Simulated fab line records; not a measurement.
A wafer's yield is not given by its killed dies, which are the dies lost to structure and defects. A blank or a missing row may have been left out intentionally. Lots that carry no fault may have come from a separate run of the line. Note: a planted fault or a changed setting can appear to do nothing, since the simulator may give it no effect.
Which tool was responsible?    flow gf180mcu    Sampling: 7 lots, 21 wafers, 2 of 602 route steps

== WHAT EACH GAUGE READ, for each wafer ==
GF_NSD_OVL_MEAS_08.
lot   measured      on          NSD_OVL (nm)
L381  day 14 03:49  overlay-02  -1.2 0.0 0.4
L383  day 14 14:48  overlay-02  -3.0 -0.9 -3.8
L390  day 16 17:25  overlay-02  185.9 187.5 184.6 185.8 186.9 184.4
L392  day 17 08:10  overlay-02  184.1 185.1 184.5 183.7 185.3 184.3
L394  day 18 06:55  overlay-01  2.2 2.2 1.5
L397  day 19 12:02  overlay-01  -1.0 1.4 0.9
L401  day 20 19:04  overlay-02  -2.5 -0.4 -0.1

== EACH LOT AND THE TOOL THAT RAN IT (in order: tool; ch and the chambers of the sampled wafers; start) ==
lot   GF_NSD_EXPOSE_04
L381  iline stepper-02 ch 0, day 13 17:58
L383  iline stepper-02 ch 0, day 14 04:20
L390  iline stepper-01 ch 0, day 16 06:14
L392  iline stepper-01 ch 0, day 16 20:59
L394  iline stepper-02 ch 0, day 17 19:40
L397  iline stepper-02 ch 0, day 18 23:22
L401  iline stepper-02 ch 0, day 20 07:19
- GF_NSD_EXPOSE_04: exposes mask Nplus, target cd 400 nm.

== THE ANSWER, worked out from the rows above alone ==
Rule: what is usual is taken from the lots themselves. The widest of any qualifying gaps counts: lots, ordered by their means at a reading, are off when they make up no more than a third of the lots, leave a main group of 4 or more, and stand apart from it by 3 or more times the standard deviation of that group's means. If all means in a main group match to the digits the tables above print for the reading, that group is not used. Also off: a lot with no number at a reading for which 4 or more lots have one. All remaining lots with rows at the step are treated as sound.
Off: L390, L392, at GF_NSD_OVL_MEAS_08 (NSD_OVL). Main group: mean -0.3 nm, sd 1.5.
If a tool, at a process step before that reading, ran all the lots that are off and no sound lot after the first of them, it fits. Those tools and the gauges at GF_NSD_OVL_MEAS_08 are tried in the same way. One candidate fits, namely iline stepper-01 at GF_NSD_EXPOSE_04. It ran no sound lot before its first lot that is off in this sample, so the start can't be narrowed down.

== WHAT HAD BEEN PUT IN BY THE SIMULATOR ==
Scanner matching overlay: iline stepper-01, from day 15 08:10 on, at GF_NSD_EXPOSE_04. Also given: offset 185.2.
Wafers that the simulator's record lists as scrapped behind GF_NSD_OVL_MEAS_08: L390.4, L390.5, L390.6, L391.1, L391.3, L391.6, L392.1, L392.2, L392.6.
Struck lots among those shown: L390, L392. Same finding as the rule above.
